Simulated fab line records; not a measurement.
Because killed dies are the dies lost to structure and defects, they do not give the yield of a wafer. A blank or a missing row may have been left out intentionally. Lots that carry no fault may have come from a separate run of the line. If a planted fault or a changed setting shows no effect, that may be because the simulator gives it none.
fab line records | flow sfqLine
[record] lots = 14 wafers = 42 lastDay = 82
route steps=325 shown M1@60 I1@74
lots with no fault: from the same line, run without faults
startH: hours from the record's first day to the start of the lot's first wafer shown | waitH: hours since the lot's step before | " the same as in the row above | L1.1+2: one row covering several wafers at once | - no value present, or no start provided | * or withheld: withheld | < > ~ a bound
route shown NAME@n: NAME is a module with steps in the file, n the number in the route of the first one | usual: mean/standard deviation taken from wafers without a fault | same: alike in all rows | chamber/n: place in a boat | sites: the reading at each site | _std_site: the standard deviation of these | _edge_site: mean of outer sites minus mean of inner sites | radiusMm: how far each site lies from the wafer's centre | mask NAME#n: copy n | behind: the most recent tool/chamber to have shaped the wafer | hold: cause of the lot's hold/its duration in hours/its outcome | device: whichever transistor did not switch (one of n, p or np) | end of line: tests of these same wafers at the route's end | step lacking rows: just its recipe | killed: not the wafer's yield, but the dies lost to structure and defects at the first sort | map: a wafer's dies, marking killed ones x, the rest . and places with no die _
set.NAME: the setting as run; set.NAME@STEP: as run at that earlier step | model.NAME: the simulator's own value behind a step, which no gauge read
one table for each step of the route and one row for each wafer, over a sample of lots
services: the hour from which a tool's chamber was out of use, counted from the record's first day as startH (under 0 if before that day), plus the number of hours and why
[[steps]]
[step SFQ_M1_RS_MEAS_909]
[recipe] thkMeasGauge = four-point-probe reads = Nb_of_TRILAYER_M1_DEP_SPUTTER_037
[usual] M1_NB_RS = 0.889/0.0086
// columns lot.wafer tool chamber startH waitH M1_NB_RS[ohm/sq]
L696.1 filmMetro-01 - 240.90 0.0 0.896
L696.2 " - " " 0.901
L696.5 " - " " 0.894
L698.2 filmMetro-01 - 248.29 0.1 0.897
L698.4 " - " " 0.904
L698.6 " - " " 0.899
L701.4 filmMetro-03 - 271.11 0.1 0.878
L701.5 " - " " 0.878
L701.6 " - " " 0.865
L702.3 filmMetro-03 - 274.69 0.1 0.896
L702.4 " - " " 0.893
L702.6 " - " " 0.901
L709.3 filmMetro-03 - 352.27 0.1 0.887
L709.4 " - " " 0.883
L709.5 " - " " 0.882
L710.2 filmMetro-02 - 358.35 0.1 0.901
L710.4 " - " " 0.896
L710.5 " - " " 0.902
L711.2 filmMetro-03 - 365.35 0.1 0.890
L711.5 " - " " 0.888
L711.6 " - " " 0.886
L713.3 filmMetro-01 - 412.49 0.1 0.882
L713.5 " - " " 0.884
L713.6 " - " " 0.886
L714.1 filmMetro-01 - 419.65 0.0 0.894
L714.2 " - " " 0.893
L714.3 " - " " 0.898
L715.1 filmMetro-03 - 424.61 0.0 0.904
L715.5 " - " " 0.902
L715.6 " - " " 0.890
L716.1 filmMetro-02 - 431.67 0.0 0.887
L716.3 " - " " 0.888
L716.5 " - " " 0.883
L717.1 filmMetro-03 - 444.85 0.0 0.890
L717.2 " - " " 0.886
L717.5 " - " " 0.891
L718.2 filmMetro-03 - 447.27 0.1 0.890
L718.4 " - " " 0.890
L718.6 " - " " 0.888
L719.2 filmMetro-03 - 455.67 0.1 0.887
L719.3 " - " " 0.890
L719.4 " - " " 0.896
[step SFQ_TRILAYER_M1_ETCH_METAL_ETCH_042]
[recipe] target = Nb stopOn = SiO2 maskMaterial = PR chemistry = Cl2/Ar targetDepthNm = 240 icpW = 600 biasW = 80 pressureMtorr = 10 timeS = 120
[usual] chamberPressureMTorr = 10.000/0.0093 drypumpMotorCurrentA = 5.6/0.45 oesProductAu = 0.895/0.0062
// columns lot.wafer tool chamber startH waitH chamberPressureMTorr drypumpMotorCurrentA oesProductAu rfHoursCounterH
L696.1 rieMetal-04 1 344.04 0.0 10.010 5.0 0.890 151
L696.2 " 0 " " 10.005 5.3 0.890 58
L696.5 " 0 " " 10.001 5.3 0.892 -
L698.2 rieMetal-01 1 356.14 0.0 9.987 5.5 0.892 171
L698.4 " 1 " " 10.008 5.5 0.890 -
L698.6 " 0 " " 10.002 6.1 0.883 -
L701.4 rieMetal-04 0 377.63 0.1 9.995 5.3 0.898 -
L701.5 " 0 " " 9.999 5.3 0.899 -
L701.6 " 1 " " 9.994 5.0 0.907 -
L702.3 rieMetal-04 1 382.43 0.1 10.006 5.0 0.892 -
L702.4 " 0 " " 10.009 5.3 0.891 -
L702.6 " 1 " " 9.988 5.0 0.890 -
L709.3 rieMetal-04 0 505.10 0.1 9.999 5.3 0.897 -
L709.4 " 1 " " 9.998 5.0 0.902 -
L709.5 " 1 " " 10.022 5.0 0.892 -
L710.2 rieMetal-01 0 513.46 0.0 10.006 6.1 0.887 75
L710.4 " 1 " " 9.996 5.5 0.883 -
L710.5 " 0 " " 10.003 6.1 0.892 -
L711.2 rieMetal-04 0 521.86 0.0 9.992 5.3 0.886 90
L711.5 " 1 " " 10.008 5.0 0.893 -
L711.6 " 0 " " 10.014 5.2 0.900 -
L713.3 rieMetal-04 0 567.01 0.1 10.008 5.3 0.892 -
L713.5 " 0 " " 9.991 5.3 0.900 -
L713.6 " 0 " " 10.009 5.3 0.901 -
L714.1 rieMetal-04 1 575.26 0.0 10.012 5.0 0.900 13
L714.2 " 0 " " 10.016 5.2 0.896 99
L714.3 " 0 " " 9.997 5.3 0.896 -
L715.1 rieMetal-04 0 584.86 0.0 10.009 5.3 0.887 101
L715.5 " 0 " " 9.994 5.3 0.892 -
L715.6 " 1 " " 9.994 5.0 0.885 -
L716.1 rieMetal-01 0 592.06 0.0 9.992 6.1 0.894 88
L716.3 " 0 " " 9.998 6.1 0.894 -
L716.5 " 1 " " 9.980 5.5 0.901 -
L717.1 rieMetal-02 0 605.26 0.0 9.984 6.4 0.899 65
L717.2 " 1 " " 9.991 5.6 0.887 57
L717.5 " 0 " " 10.000 6.5 0.890 -
L718.2 rieMetal-01 1 606.46 0.0 10.001 5.5 0.895 34
L718.4 " 0 " " 9.995 6.1 0.892 -
L718.6 " 1 " " 9.992 5.5 0.897 -
L719.2 rieMetal-01 1 612.46 0.0 9.990 5.5 0.897 35
L719.3 " 1 " " 9.997 5.5 0.900 -
L719.4 " 0 " " 9.993 6.1 0.896 -
[step SFQ_TRILAYER_I1_CMP_CMP_046]
[recipe] material = SiO2 downForcePsi = 3 platenRpm = 60 padVelocityMS = 0.94248
[usual] edgeZonePressureFrac = 1.001/0.005 motorCurrentA = 10.7/1 platenRpm = 60.00/0.04 timeToEndpointS = 215/6.1
// columns lot.wafer tool chamber startH waitH edgeZonePressureFrac motorCurrentA platenRpm timeToEndpointS
L696.2 cmp-01 2 355.85 10.9 1.006 9.2 60.05 216
L696.1 " 3 " " 1.002 11.4 59.99 214
L696.5 " 1 357.35 12.3 1.000 11.9 59.95 221
L698.4 cmp-02 1 369.82 12.7 1.005 11.3 60.00 214
L698.2 " 0 371.32 14.2 1.000 10.3 59.97 210
L698.6 " 1 " " 0.990 11.0 60.08 220
L701.4 cmp-01 3 386.35 7.8 1.001 11.6 60.02 224
L701.5 " 0 " " 0.999 11.8 60.04 224
L701.6 " 1 " " 1.002 12.4 59.98 225
L702.4 cmp-01 3 388.35 5.0 1.003 11.6 59.96 234
L702.3 " 1 389.35 6.0 1.002 12.2 60.03 224
L702.6 " 3 390.35 7.0 1.006 11.4 60.04 233
L709.4 cmp-02 3 510.79 4.7 1.003 9.4 59.97 230
L709.3 " 1 511.79 5.8 1.004 11.3 59.94 223
L709.5 " 2 " " 1.003 9.4 60.00 216
L710.4 cmp-01 2 518.77 4.3 0.993 9.5 59.97 220
L710.2 " 0 519.77 5.3 1.011 11.2 59.97 219
L710.5 " 3 521.27 6.8 1.003 11.3 60.04 224
L711.2 cmp-01 2 526.27 3.5 1.000 9.6 60.02 209
L711.5 " 3 " " 0.994 11.8 60.00 217
L711.6 " 0 " " 0.992 11.9 60.08 226
L713.3 cmp-01 2 570.59 1.8 1.004 9.4 59.98 211
L713.6 " 3 " " 0.998 11.6 60.03 222
L713.5 " 0 " " 1.000 12.0 59.94 222
L714.3 cmp-01 3 576.24 0.0 0.998 11.2 59.99 211
L714.1 " 1 577.24 1.0 0.995 11.7 60.01 211
L714.2 " 2 " " 1.003 9.9 59.98 216
L715.1 cmp-02 3 592.66 6.9 1.002 10.0 59.97 205
L715.6 " 2 594.16 8.3 0.999 9.2 60.00 210
L715.5 " 3 " " 1.000 9.2 60.04 215
L716.3 cmp-02 3 595.16 2.2 0.993 9.5 59.94 212
L716.1 " 2 596.66 3.7 0.996 10.0 60.04 209
L716.5 " 0 597.66 4.6 1.002 9.5 60.01 217
L717.1 cmp-01 3 606.24 0.0 1.009 11.1 59.96 210
L717.2 " 2 607.74 1.5 1.000 9.7 60.00 211
L717.5 " 3 " " 1.002 11.4 59.99 219
L718.2 cmp-02 0 607.96 0.6 1.006 9.2 59.97 212
L718.4 " 2 608.96 1.5 0.996 9.4 60.03 220
L718.6 " 1 610.46 3.0 0.999 11.2 60.05 219
L719.2 cmp-02 3 613.44 0.0 1.004 9.9 59.94 216
L719.4 " 0 " " 0.996 9.6 60.09 218
L719.3 " 2 614.94 1.5 1.005 9.4 60.05 215
[step SFQ_I1_BOW_MEAS_912]
[recipe] mode = bow
[usual] I1_BOW = 2/7.9
// columns lot.wafer tool chamber startH waitH I1_BOW[um]
L696.1 filmMetro-04 - 357.85 1.0 1
L696.2 " - " " -2
L696.5 " - " " -3
L698.2 filmMetro-04 - 372.84 1.0 6
L698.4 " - " " -4
L698.6 " - " " 5
L701.4 filmMetro-04 - 387.91 1.1 -20
L701.5 " - " " 0
L701.6 " - " " -7
L702.3 filmMetro-03 - 390.91 1.1 8
L702.4 " - " " 0
L702.6 " - " " 3
L709.3 filmMetro-01 - 513.33 1.0 8
L709.4 " - " " 14
L709.5 " - " " -5
L710.2 filmMetro-03 - 521.79 1.5 8
L710.4 " - " " 5
L710.5 " - " " -3
L711.2 filmMetro-04 - 527.79 1.0 -1
L711.5 " - " " -3
L711.6 " - " " -1
L713.3 filmMetro-03 - 572.24 1.1 21
L713.5 " - " " 15
L713.6 " - " " 23
L714.1 filmMetro-03 - 579.24 1.5 -10
L714.2 " - " " -4
L714.3 " - " " -13
L715.1 filmMetro-03 - 595.16 2.0 0
L715.5 " - " " -1
L715.6 " - " " 4
L716.1 filmMetro-04 - 598.16 1.0 0
L716.3 " - " " 2
L716.5 " - " " 12
L717.1 filmMetro-01 - 609.24 2.5 -6
L717.2 " - " " 4
L717.5 " - " " -6
L718.2 filmMetro-03 - 610.98 2.5 5
L718.4 " - " " -1
L718.6 " - " " 4
L719.2 filmMetro-01 - 616.46 2.5 10
L719.3 " - " " 0
L719.4 " - " " -8
[step SFQ_TRILAYER_I1_METRO_MEASURE_047]
[usual] thkNm = 199.9/0.71
// columns lot.wafer tool chamber startH waitH thkNm
L696.1 filmMetro-04 - 357.97 0.1 200.7
L696.2 " - " " 199.8
L696.5 " - " " 200.7
L698.2 filmMetro-04 - 373.14 0.3 199.3
L698.4 " - " " 198.9
L698.6 " - " " 199.4
L701.4 filmMetro-04 - 388.57 0.6 179.8
L701.5 " - " " 179.5
L701.6 " - " " 178.5
L702.3 filmMetro-03 - 391.39 0.5 180.1
L702.4 " - " " 179.0
L702.6 " - " " 179.8
L709.3 filmMetro-01 - 513.81 0.5 199.5
L709.4 " - " " 199.5
L709.5 " - " " 199.4
L710.2 filmMetro-03 - 522.09 0.3 200.3
L710.4 " - " " 200.4
L710.5 " - " " 200.6
L711.2 filmMetro-04 - 528.09 0.3 199.3
L711.5 " - " " 200.0
L711.6 " - " " 200.5
L713.3 filmMetro-03 - 572.72 0.5 200.8
L713.5 " - " " 201.0
L713.6 " - " " 200.6
L714.1 filmMetro-03 - 579.36 0.1 200.6
L714.2 " - " " 200.8
L714.3 " - " " 201.3
L715.1 filmMetro-03 - 595.28 0.1 199.7
L715.5 " - " " 198.9
L715.6 " - " " 199.0
L716.1 filmMetro-04 - 598.28 0.1 198.1
L716.3 " - " " 199.1
L716.5 " - " " 199.5
L717.1 filmMetro-01 - 609.36 0.1 199.5
L717.2 " - " " 200.0
L717.5 " - " " 199.9
L718.2 filmMetro-03 - 611.28 0.3 200.7
L718.4 " - " " 200.6
L718.6 " - " " 200.7
L719.2 filmMetro-01 - 616.76 0.3 199.3
L719.3 " - " " 198.7
L719.4 " - " " 198.2
[step SFQ_TRILAYER_I1_VIA_ETCH_VIA_ETCH_052]
[recipe] target = SiO2 stopOn = Nb maskMaterial = PR taperDeg = 20 chemistry = CHF3 targetDepthNm = 260 sourceW = 500 biasW = 80 pressureMtorr = 30 timeS = withheld
[usual] chamberPressureMTorr = 30.001/0.028 drypumpMotorCurrentA = 5.8/0.62 oesProductAu = 0.854/0.0046
// columns lot.wafer tool chamber startH waitH chamberPressureMTorr drypumpMotorCurrentA oesProductAu
L696.1 rieDiel-03 2 515.84 0.0 30.014 6.5 0.858
L696.2 " 0 " " 29.985 5.1 0.860
L696.5 " 0 " " 30.041 5.1 0.857
L698.2 rieDiel-03 2 533.24 0.0 29.967 6.5 0.844
L698.4 " 3 " " 30.033 5.2 0.842
L698.6 " 0 " " 29.995 5.1 0.857
L701.4 rieDiel-04 2 550.10 0.1 29.959 5.6 0.802
L701.5 " 3 " " 29.951 6.2 0.806
L701.6 " 1 " " 29.995 6.3 0.799
L702.3 rieDiel-01 3 552.44 0.0 29.974 6.4 0.807
L702.4 " 0 " " 29.969 5.7 0.805
L702.6 " 3 " " 30.020 6.5 0.806
L709.3 rieDiel-01 1 667.81 0.0 29.964 4.7 0.854
L709.4 " 0 " " 30.018 5.7 0.848
L709.5 " 3 " " 30.016 6.5 0.858
L710.2 rieDiel-01 3 675.01 0.0 30.014 6.5 0.854
L710.4 " 0 " " 30.002 5.7 0.859
L710.5 " 3 " " 30.033 6.5 0.860
L711.2 rieDiel-03 0 681.13 0.0 29.999 5.1 0.854
L711.5 " 3 " " 29.934 5.2 0.850
L711.6 " 2 " " 29.985 6.5 0.860
L713.3 rieDiel-01 3 729.68 0.0 30.010 6.5 0.854
L713.5 " 2 " " 30.007 5.7 0.861
L713.6 " 3 " " 30.029 6.4 0.854
L714.1 rieDiel-03 0 735.68 0.0 30.004 5.1 0.852
L714.2 " 3 " " 29.981 5.2 0.856
L714.3 " 2 " " 29.994 6.5 0.863
L715.1 rieDiel-01 1 748.88 0.0 29.971 4.7 0.848
L715.5 " 1 " " 30.028 4.7 0.846
L715.6 " 2 " " 30.015 5.6 0.851
L716.1 rieDiel-03 2 751.28 0.0 29.971 6.5 0.853
L716.3 " 3 " " 30.003 5.2 0.854
L716.5 " 0 " " 30.012 5.1 0.853
L717.1 rieDiel-04 0 758.48 0.0 30.029 5.5 0.855
L717.2 " 2 " " 29.933 5.7 0.849
L717.5 " 3 " " 29.976 6.3 0.855
L718.2 rieDiel-01 0 760.88 0.0 30.026 5.7 0.851
L718.4 " 2 " " 30.060 5.6 0.850
L718.6 " 0 " " 29.982 5.7 0.857
L719.2 rieDiel-03 1 764.48 0.0 29.994 6.5 0.854
L719.3 " 3 " " 30.037 5.3 0.850
L719.4 " 0 " " 30.030 5.1 0.847
[[services]]
// columns tool chamber startH hours kind
cmp-01 - 320.26 0.6 repair
rieDiel-01 3 326.13 2.2 repair
rieDiel-03 0 347.79 6.6 repair
filmMetro-03 - 355.50 0.3 pm
rieDiel-01 2 363.86 3.0 repair
rieDiel-01 - 374.61 8.7 repair
filmMetro-03 - 380.34 0.8 pm
rieDiel-03 3 390.62 14.0 repair
cmp-01 - 408.79 4.0 pm
cmp-01 - 449.56 0.3 repair
cmp-01 - 461.20 2.3 repair
cmp-01 - 499.22 0.5 repair
rieMetal-04 1 564.81 3.6 repair
cmp-01 - 567.19 0.6 repair
cmp-01 - 575.63 0.4 repair
rieMetal-04 - 607.04 2.2 repair
cmp-01 - 611.76 2.2 pm
rieMetal-04 - 621.08 0.3 repair
cmp-01 - 640.86 1.8 repair
cmp-01 - 664.61 3.9 pm
rieMetal-04 1 664.78 5.8 repair
cmp-01 - 677.66 0.3 repair
cmp-01 - 745.68 12.0 pm
cmp-01 - 757.72 4.0 pm
[[key]]
[firstSign] step = SFQ_TRILAYER_I1_CMP_CMP_046 reading = timeToEndpointS direction = up sigmas = 2 usual = * struck = *
[effect] step = SFQ_TRILAYER_I1_METRO_MEASURE_047 reading = thkNm direction = down sigmas = 29 usual = 199.9 struck = 179.5
[effect] step = SFQ_TRILAYER_I1_VIA_ETCH_VIA_ETCH_052 reading = oesProductAu direction = down sigmas = 11 usual = 0.854 struck = 0.804
metAt SFQ_TRILAYER_I1_CMP_CMP_046
struckLots L701,L702
notActingAt SFQ_M1_RS_MEAS_909,SFQ_TRILAYER_M1_ETCH_METAL_ETCH_042,SFQ_I1_BOW_MEAS_912
onsetBetween 355.85 386.35
[fault] kind = processParameterDrift tool = cmp-01 chamber = - onsetH = 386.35 steps = SFQ_TRILAYER_I1_CMP_CMP_046 channel = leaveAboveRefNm offset = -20 shape = step endH = 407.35 actsIn = theseRecipesOnly stated = 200
